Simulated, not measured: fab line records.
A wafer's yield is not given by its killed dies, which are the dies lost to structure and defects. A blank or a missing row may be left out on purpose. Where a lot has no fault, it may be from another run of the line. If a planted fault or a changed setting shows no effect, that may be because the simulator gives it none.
Check of tool commonality || flow gf180mcu || 12 lots and 36 wafers in the sample

== THE REASON FOR OPENING IT ==
Of 12 lots, 2 have the reading LVPWELL_TW flagged at GF_LVPWELL_TW_MEAS_11. Wafers without a fault read 564.4, standard deviation 2.4.
Rule: a lot is flagged when every wafer of it that has a number lies more than 4 standard deviations from that mean, or none has a number. As for the other lots, they are considered sound.

{"lot": "L378", "measured": "day 3 21:25", "on": "film_metro-01", "LVPWELL_TW, wafer by wafer": "558.3 560.3 560.4", "flag": ""}
{"lot": "L379", "measured": "day 4 05:18", "on": "film_metro-03", "LVPWELL_TW, wafer by wafer": "562.8 562.6 563.5", "flag": ""}
{"lot": "L380", "measured": "day 4 07:31", "on": "film_metro-02", "LVPWELL_TW, wafer by wafer": "566.9 568.7 566.7", "flag": ""}
{"lot": "L381", "measured": "day 4 13:01", "on": "film_metro-02", "LVPWELL_TW, wafer by wafer": "568.6 566.4 565.5", "flag": ""}
{"lot": "L390", "measured": "day 6 18:21", "on": "film_metro-01", "LVPWELL_TW, wafer by wafer": "532.4 534.2 534.7", "flag": "FLAGGED"}
{"lot": "L391", "measured": "day 6 22:46", "on": "film_metro-03", "LVPWELL_TW, wafer by wafer": "570.6 565.7 570.2", "flag": ""}
{"lot": "L392", "measured": "day 7 03:44", "on": "film_metro-02", "LVPWELL_TW, wafer by wafer": "539.5 540.6 538.4", "flag": "FLAGGED"}
{"lot": "L394", "measured": "day 7 15:29", "on": "film_metro-01", "LVPWELL_TW, wafer by wafer": "565.7 564.3 564.6", "flag": ""}
{"lot": "L396", "measured": "day 8 01:20", "on": "film_metro-01", "LVPWELL_TW, wafer by wafer": "561.6 562.2 560.5", "flag": ""}
{"lot": "L397", "measured": "day 8 07:45", "on": "film_metro-01", "LVPWELL_TW, wafer by wafer": "560.9 562.4 560.0", "flag": ""}
{"lot": "L398", "measured": "day 8 13:26", "on": "film_metro-02", "LVPWELL_TW, wafer by wafer": "562.8 564.5 563.5", "flag": ""}
{"lot": "L399", "measured": "day 8 19:29", "on": "film_metro-02", "LVPWELL_TW, wafer by wafer": "566.5 565.4 562.1", "flag": ""}
On average the flagged lots' numbers are 536.6, which is -27.8 against the usual, or -12 standard deviations.

== TOOL THAT RAN EACH LOT ==
The record keeps 1 process step preceding the reading, out of 602 steps on the route. In each cell: the tool, then ch and the chambers that the sampled wafers went through, then the start.
{"lot": "L378", "flag": "", "GF_LVPWELL_IMPLANT_08": "implanter-03 ch 0, day 3 21:01"}
{"lot": "L379", "flag": "", "GF_LVPWELL_IMPLANT_08": "implanter-02 ch 0, day 4 04:54"}
{"lot": "L380", "flag": "", "GF_LVPWELL_IMPLANT_08": "implanter-04 ch 0, day 4 07:07"}
{"lot": "L381", "flag": "", "GF_LVPWELL_IMPLANT_08": "implanter-02 ch 0, day 4 12:40"}
{"lot": "L390", "flag": "FLAGGED", "GF_LVPWELL_IMPLANT_08": "implanter-02 ch 0, day 6 17:59"}
{"lot": "L391", "flag": "", "GF_LVPWELL_IMPLANT_08": "implanter-04 ch 0, day 6 22:25"}
{"lot": "L392", "flag": "FLAGGED", "GF_LVPWELL_IMPLANT_08": "implanter-02 ch 0, day 7 03:20"}
{"lot": "L394", "flag": "", "GF_LVPWELL_IMPLANT_08": "implanter-03 ch 0, day 7 15:07"}
{"lot": "L396", "flag": "", "GF_LVPWELL_IMPLANT_08": "implanter-03 ch 0, day 8 00:58"}
{"lot": "L397", "flag": "", "GF_LVPWELL_IMPLANT_08": "implanter-03 ch 0, day 8 07:23"}
{"lot": "L398", "flag": "", "GF_LVPWELL_IMPLANT_08": "implanter-03 ch 0, day 8 13:02"}
{"lot": "L399", "flag": "", "GF_LVPWELL_IMPLANT_08": "implanter-03 ch 0, day 8 19:05"}
What these steps do:
- GF_LVPWELL_IMPLANT_08
- GF_LVPWELL_TW_MEAS_11

== FLAGGED OVER TOTAL, TOOL BY TOOL (the gauges that took the reading come last) ==
{"step": "GF_LVPWELL_IMPLANT_08", "tool": "implanter-02", "lots run": 4, "flagged": 2, "share of the flagged lots": "all", "sound lots run after its first flagged lot": 0}
{"step": "GF_LVPWELL_IMPLANT_08", "tool": "implanter-03", "lots run": 6, "flagged": 0, "share of the flagged lots": "none", "sound lots run after its first flagged lot": "-"}
{"step": "GF_LVPWELL_IMPLANT_08", "tool": "implanter-04", "lots run": 2, "flagged": 0, "share of the flagged lots": "none", "sound lots run after its first flagged lot": "-"}
{"step": "GF_LVPWELL_TW_MEAS_11", "tool": "film_metro-01", "lots run": 5, "flagged": 1, "share of the flagged lots": "some", "sound lots run after its first flagged lot": "3 (L394,L396,L397)"}
{"step": "GF_LVPWELL_TW_MEAS_11", "tool": "film_metro-02", "lots run": 5, "flagged": 1, "share of the flagged lots": "some", "sound lots run after its first flagged lot": "2 (L398,L399)"}
{"step": "GF_LVPWELL_TW_MEAS_11", "tool": "film_metro-03", "lots run": 2, "flagged": 0, "share of the flagged lots": "none", "sound lots run after its first flagged lot": "-"}

== THE TABLE: WHAT IT ALLOWS ==
In the table, 1 row covers all flagged lots: implanter-02 at GF_LVPWELL_IMPLANT_08.
- implanter-02 at GF_LVPWELL_IMPLANT_08 ran 4 lots, 2 of them flagged. Its last sound lot is L381 (day 4 12:40), its first flagged lot L390 (day 6 17:59): a fault that began between those two fits. Its own readings (dose_ions_cm2, faraday_current_uA) fall more than 4 standard deviations out on all wafers of the flagged lots.
One tool is left: implanter-02 at GF_LVPWELL_IMPLANT_08.

== WHAT THE SIMULATOR HAD INSERTED ==
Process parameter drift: implanter-02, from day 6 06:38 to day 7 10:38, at GF_LVPWELL_IMPLANT_08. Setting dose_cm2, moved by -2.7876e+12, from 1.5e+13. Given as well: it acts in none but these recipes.
Struck lots among those shown: L390, L392. The same result came from the rule above.
